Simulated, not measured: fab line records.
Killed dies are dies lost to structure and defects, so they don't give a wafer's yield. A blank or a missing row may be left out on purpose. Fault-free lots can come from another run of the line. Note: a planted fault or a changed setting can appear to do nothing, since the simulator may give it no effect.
Which tool is to blame? | flow sky130 | Sampling: 11 lots, 33 wafers, 5 of 708 route steps

## WHAT EACH GAUGE READ, for each wafer
SKY_VIA1_RS_MEAS_22: a four-point-probe measurement. Usual: VIA1_W_RS typically reads 0.427 ohm/sq, with standard deviation 0.0045.
lot  | measured     | on           | VIA1_W_RS (ohm/sq) | flag
L886 | day 34 08:38 | filmMetro-03 | 0.429 0.431 0.428  | 
L888 | day 34 19:33 | filmMetro-02 | 0.422 0.430 0.425  | 
L889 | day 35 04:48 | filmMetro-04 | 0.428 0.430 0.427  | 
L892 | day 36 12:49 | filmMetro-04 | 0.431 0.435 0.433  | 
L897 | day 37 21:11 | filmMetro-04 | 0.427 0.433 0.434  | 
L900 | day 38 17:07 | filmMetro-03 | 0.421 0.428 0.429  | 
L901 | day 39 04:20 | filmMetro-03 | 0.423 0.422 0.425  | 
L902 | day 39 08:20 | filmMetro-04 | 0.427 0.423 0.424  | 
L904 | day 39 18:19 | filmMetro-04 | 0.420 0.422 0.420  | 
L906 | day 40 04:23 | filmMetro-02 | 0.426 0.430 0.428  | 
L907 | day 40 16:11 | filmMetro-04 | 0.431 0.424 0.429  | 

## WHAT TOOL EACH LOT RAN ON (gives the tool, then ch and the chambers of the sampled wafers, and finally the start)
lot  | SKY_LI_CONTACT_COAT_06           | SKY_LI_CONTACT_ETCH_14            | SKY_CONTACT_ETCH_16               | SKY_CONTACT_CMP_27
L886 | lithoTrack-04 ch 0, day 28 23:16 | rieDiel-04 ch 1,2,3, day 29 13:38 | rieDiel-01 ch 0,1,2, day 31 23:26 | cmp-02 ch 0,1,3, day 32 00:32
L888 | lithoTrack-04 ch 0, day 29 09:13 | rieDiel-03 ch 0,3, day 29 22:44   | rieDiel-02 ch 1,2,3, day 32 09:27 | cmp-01 ch 1,2,3, day 32 11:22
L889 | lithoTrack-02 ch 0, day 29 18:36 | rieDiel-04 ch 0,1,2, day 30 09:01 | rieDiel-01 ch 0,1,2, day 32 19:50 | cmp-01 ch 1,3, day 32 20:55
L892 | lithoTrack-03 ch 0, day 31 06:16 | rieDiel-02 ch 1,2, day 31 20:34   | rieDiel-02 ch 0,2,3, day 34 03:41 | cmp-02 ch 0,1,3, day 34 04:55
L897 | lithoTrack-04 ch 0, day 32 15:09 | rieDiel-03 ch 1,2,3, day 33 05:05 | rieDiel-02 ch 0,3, day 35 13:11   | cmp-01 ch 0,1,3, day 35 14:22
L900 | lithoTrack-02 ch 0, day 33 12:28 | rieDiel-02 ch 1,3, day 34 02:08   | rieDiel-01 ch 2,3, day 36 09:38   | cmp-02 ch 0,1,3, day 36 10:44
L901 | lithoTrack-03 ch 0, day 34 01:08 | rieDiel-02 ch 0,1,2, day 34 14:59 | rieDiel-03 ch 0,1,2, day 36 21:41 | cmp-02 ch 1,2,3, day 36 22:46
L902 | lithoTrack-04 ch 0, day 34 04:16 | rieDiel-02 ch 0,1,3, day 34 18:26 | rieDiel-01 ch 1,3, day 37 01:58   | cmp-01 ch 1,2,3, day 37 03:08
L904 | lithoTrack-04 ch 0, day 34 15:07 | rieDiel-04 ch 0,1,3, day 35 05:02 | rieDiel-02 ch 0,1,3, day 37 12:07 | cmp-01 ch 0,2,3, day 37 13:14
L906 | lithoTrack-04 ch 0, day 35 01:19 | rieDiel-02 ch 0,1,3, day 35 15:07 | rieDiel-01 ch 1,3, day 37 21:50   | cmp-01 ch 0,3, day 37 22:59
L907 | lithoTrack-02 ch 0, day 35 16:25 | rieDiel-03 ch 0,2,3, day 36 06:25 | rieDiel-01 ch 1,2,3, day 38 11:59 | cmp-01 ch 0,1, day 38 13:04
- SKY_LI_CONTACT_COAT_06: resist thk 60 nm.
- SKY_LI_CONTACT_ETCH_14: etches BARC in N2/H2, stops on SiO2, time 45.9 s, target depth 60 nm.
- SKY_CONTACT_ETCH_16: etches BARC in N2/H2, stops on SiO2, time 45.9 s, target depth 60 nm.
- SKY_CONTACT_CMP_27: polishes, stops on SiO2, t overpolish 15 s, target thk 0 nm.

## AS READ BY THE TOOLS THEMSELVES (means over the sampled wafers that have a number; for cases with no such wafer, the mark the record gives instead)
SKY_LI_CONTACT_COAT_06. Usual: dispensePressureKPa 48.1 kPa, standard deviation 2.3.
lot  | tool          | dispensePressureKPa (kPa) | flag
L886 | lithoTrack-04 | 48.3                      | 
L888 | lithoTrack-04 | 48.3                      | 
L889 | lithoTrack-02 | 50.8                      | 
L892 | lithoTrack-03 | 44.6                      | 
L897 | lithoTrack-04 | 48.3                      | 
L900 | lithoTrack-02 | 50.9                      | 
L901 | lithoTrack-03 | 44.6                      | 
L902 | lithoTrack-04 | 48.3                      | 
L904 | lithoTrack-04 | 48.3                      | 
L906 | lithoTrack-04 | 48.3                      | 
L907 | lithoTrack-02 | 50.8                      | 

SKY_LI_CONTACT_ETCH_14. Usual: drypumpMotorCurrentA 5.8 A, standard deviation 0.36; oesProductAu 0.855 a.u., standard deviation 0.0055; throttleValvePct 13.225 %, standard deviation 0.0093.
lot  | tool       | drypumpMotorCurrentA (A) | oesProductAu (a.u.) | throttleValvePct (%) | flag
L886 | rieDiel-04 | 6.2                      | 0.858               | 13.231               | 
L888 | rieDiel-03 | 5.6                      | 0.858               | 13.222               | 
L889 | rieDiel-04 | 6.1                      | 0.853               | 13.220               | 
L892 | rieDiel-02 | 5.9                      | 0.849               | 13.221               | 
L897 | rieDiel-03 | 5.8                      | 0.853               | 13.221               | 
L900 | rieDiel-02 | 5.3                      | 0.857               | 13.219               | 
L901 | rieDiel-02 | 5.8                      | 0.857               | 13.230               | 
L902 | rieDiel-02 | 5.5                      | 0.823               | 13.223               | OFF
L904 | rieDiel-04 | 6.1                      | 0.822               | 13.214               | OFF
L906 | rieDiel-02 | 5.4                      | 0.827               | 13.225               | OFF
L907 | rieDiel-03 | 5.8                      | 0.853               | 13.238               | 

SKY_CONTACT_ETCH_16. Usual: drypumpMotorCurrentA 5.6 A, standard deviation 0.37; oesProductAu 0.855 a.u., standard deviation 0.0044; throttleValvePct 13.224 %, standard deviation 0.0092.
lot  | tool       | drypumpMotorCurrentA (A) | oesProductAu (a.u.) | throttleValvePct (%) | flag
L886 | rieDiel-01 | 5.8                      | 0.856               | 13.224               | 
L888 | rieDiel-02 | 5.6                      | 0.855               | 13.224               | 
L889 | rieDiel-01 | 5.8                      | 0.854               | 13.227               | 
L892 | rieDiel-02 | 5.8                      | 0.853               | 13.223               | 
L897 | rieDiel-02 | 5.4                      | 0.856               | 13.217               | 
L900 | rieDiel-01 | 5.6                      | 0.856               | 13.227               | 
L901 | rieDiel-03 | 5.8                      | 0.856               | 13.220               | 
L902 | rieDiel-01 | 5.4                      | 0.855               | 13.227               | 
L904 | rieDiel-02 | 5.4                      | 0.855               | 13.228               | 
L906 | rieDiel-01 | 5.4                      | 0.855               | 13.217               | 
L907 | rieDiel-01 | 5.5                      | 0.852               | 13.224               | 

SKY_CONTACT_CMP_27. Usual: headPressurePsi 3.500 psi, standard deviation 0.0082; motorCurrentA 11.3 A, standard deviation 0.81; overpolishRunS 14.999 s, standard deviation 0.0086; timeToEndpointS 81 s, standard deviation 3.
lot  | tool   | headPressurePsi (psi) | motorCurrentA (A) | overpolishRunS (s) | timeToEndpointS (s) | flag
L886 | cmp-02 | 3.501                 | 11.5              | 14.995             | 81                  | 
L888 | cmp-01 | 3.499                 | 11.0              | 14.998             | 88                  | 
L889 | cmp-01 | 3.499                 | 11.9              | 14.990             | 80                  | 
L892 | cmp-02 | 3.501                 | 11.9              | 14.996             | 78                  | 
L897 | cmp-01 | 3.494                 | 11.3              | 15.002             | 81                  | 
L900 | cmp-02 | 3.495                 | 11.3              | 14.987             | 85                  | 
L901 | cmp-02 | 3.501                 | 11.6              | 14.996             | 80                  | 
L902 | cmp-01 | 3.502                 | 11.4              | 15.005             | 82                  | 
L904 | cmp-01 | 3.498                 | 10.8              | 15.000             | 82                  | 
L906 | cmp-01 | 3.506                 | 11.0              | 14.996             | 81                  | 
L907 | cmp-01 | 3.505                 | 10.8              | 14.997             | 85                  | 

## THE ANSWER, worked out from the rows above alone
Rule: lot off if the mean of its wafers having a number is beyond 3 standard deviations from the usual mean. A lot without any number at a reading at which 4 lots or more have one is off too. The other lots that the step has rows for count as sound. First the gauges in route order, then the tools' own readings, where a lot's mean is used as printed above. The first step at which some lot is off is used, and at that step the reading that is off furthest; a lot without a number counts as furthest.
Off, at SKY_LI_CONTACT_ETCH_14 on oesProductAu: L902, L904, L906.
A tool fits if, at that step or a process step before it, it ran every lot that is off, and no sound lot after the first of them. One fits: lithoTrack-04 at SKY_LI_CONTACT_COAT_06. Its last sound lot is L897 (day 32 15:09), its first lot that is off L902 (day 34 04:16): a fault that began between those two fits.

## WHAT HAD BEEN PUT IN BY THE SIMULATOR
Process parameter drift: lithoTrack-04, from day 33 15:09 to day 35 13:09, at SKY_LI_CONTACT_COAT_06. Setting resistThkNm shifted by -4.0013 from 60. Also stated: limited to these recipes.
Struck lots among those shown: L902, L904, L906. This agrees with what the rule above found.
